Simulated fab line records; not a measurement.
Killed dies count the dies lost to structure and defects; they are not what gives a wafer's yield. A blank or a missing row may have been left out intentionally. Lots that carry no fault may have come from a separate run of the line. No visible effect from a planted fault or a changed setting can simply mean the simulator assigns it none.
Chamber matching / flow gf180mcu / 3 sister chambers for GF_PASSIVATION_CVD_02 on pecvd-04
The step deposits Si3N4, target thk 700 nm, time 486.18 s. 3 wafers are shown with their chamber, then 8 later ones without.

## EACH WAFER AND ITS CHAMBER
wafer=L078.6; chamber=0; heater_power_w (W)=945
wafer=L083.1; chamber=1; heater_power_w (W)=790
wafer=L089.1; chamber=2; heater_power_w (W)=696

## WAFERS WITH NO CHAMBER GIVEN
wafer=L089.3; heater_power_w (W)=917
wafer=L089.5; heater_power_w (W)=690
wafer=L096.1; heater_power_w (W)=724
wafer=L096.4; heater_power_w (W)=800
wafer=L096.5; heater_power_w (W)=912
wafer=L097.2; heater_power_w (W)=973
wafer=L097.3; heater_power_w (W)=747
wafer=L097.4; heater_power_w (W)=1025

## WHICH CHAMBER EACH WENT THROUGH
wafer=L089.3; from the rows above=0; in truth=0
wafer=L089.5; from the rows above=2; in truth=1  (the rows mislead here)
wafer=L096.1; from the rows above=can't be placed: 2 or 1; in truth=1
wafer=L096.4; from the rows above=1; in truth=1
wafer=L096.5; from the rows above=0; in truth=0
wafer=L097.2; from the rows above=0; in truth=0
wafer=L097.3; from the rows above=can't be placed: 1 or 2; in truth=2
wafer=L097.4; from the rows above=0; in truth=0
5 of 8 placed correctly. Unplaceable from these rows: 2, with the true chamber sitting among the candidates in 2. 1 placed wrongly.
How it was worked out, from the rows above alone: a wafer's distance from a chamber is the root of the sum, over the readings, of the square of ((its reading less the chamber's mean) divided by the reading's scatter). If the next closest chamber is less than 2 further off than the closest, the wafer can't be placed; otherwise it belongs to the closest. Each chamber's mean is taken over the wafers shown for it. The scatter: with one shown wafer a chamber, the root of the mean of the squares of how far each hidden wafer lies from its nearest shown one.
